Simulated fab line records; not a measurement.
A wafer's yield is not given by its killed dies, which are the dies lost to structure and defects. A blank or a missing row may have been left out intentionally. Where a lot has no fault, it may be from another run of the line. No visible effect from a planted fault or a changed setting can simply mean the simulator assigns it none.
Which tool is to blame? | flow gf180mcu | 13 lots, 39 wafers sampled, at 1 step of a route of 602

== WHAT THE GAUGES READ, wafer by wafer ==
GF_V2_THK_MEAS_03.
lot  | measured     | on           | V2_CVD_02_THK (nm)
L829 | day 19 05:18 | filmMetro-02 | 825 827 843
L830 | day 19 10:41 | filmMetro-03 | 840 835 866
L832 | day 20 08:35 | filmMetro-04 | 847 841 856
L834 | day 21 05:28 | filmMetro-04 | 857 864 861
L836 | day 21 19:12 | filmMetro-02 | 845 844 864
L837 | day 22 06:27 | filmMetro-02 | 846 860 877
L838 | day 22 20:41 | filmMetro-03 | 833 862 847
L842 | day 24 00:05 | filmMetro-04 | 843 839 848
L843 | day 24 12:50 | filmMetro-02 | 839 852 856
L845 | day 25 00:13 | filmMetro-02 | 849 842 860
L846 | day 25 13:37 | filmMetro-02 | 846 853 863
L848 | day 25 21:46 | filmMetro-04 | 852 856 872
L849 | day 26 08:42 | filmMetro-03 | 828 850 858

== WHAT TOOL EACH LOT RAN ON (gives the tool, then ch and the chambers of the sampled wafers, and finally the start) ==
Record: no process step prior to these readings.

== AS READ BY THE TOOLS THEMSELVES (means over the sampled wafers that have a number; for cases with no such wafer, the mark the record gives instead) ==
The record holds no such reading with a usual standard deviation.

== THE ANSWER, worked out from the rows above alone ==
Rule: usual is defined by the lots themselves. Put in order of their means at a reading, lots are off if they are a third of the lots or fewer, leave a main group of 4 or more, and stand apart from it by a gap of 3 or more times the standard deviation of the main group's means; of several such gaps the widest counts. Not used: any main group whose means are identical at the precision the tables above print for the reading. A lot without any number at a reading at which 4 lots or more have one is off too. Any other lot the step has rows for is counted as sound. After the gauges, taken in route order, come the tools' own readings; for these a lot's mean is taken, as printed above. At the first step where some lot is off, the reading lying furthest off is the one used; lots without a number count as furthest.
No lot is off at any reading shown: from this, nothing can be told.

== WHAT WAS PUT IN BY THE SIMULATOR ==
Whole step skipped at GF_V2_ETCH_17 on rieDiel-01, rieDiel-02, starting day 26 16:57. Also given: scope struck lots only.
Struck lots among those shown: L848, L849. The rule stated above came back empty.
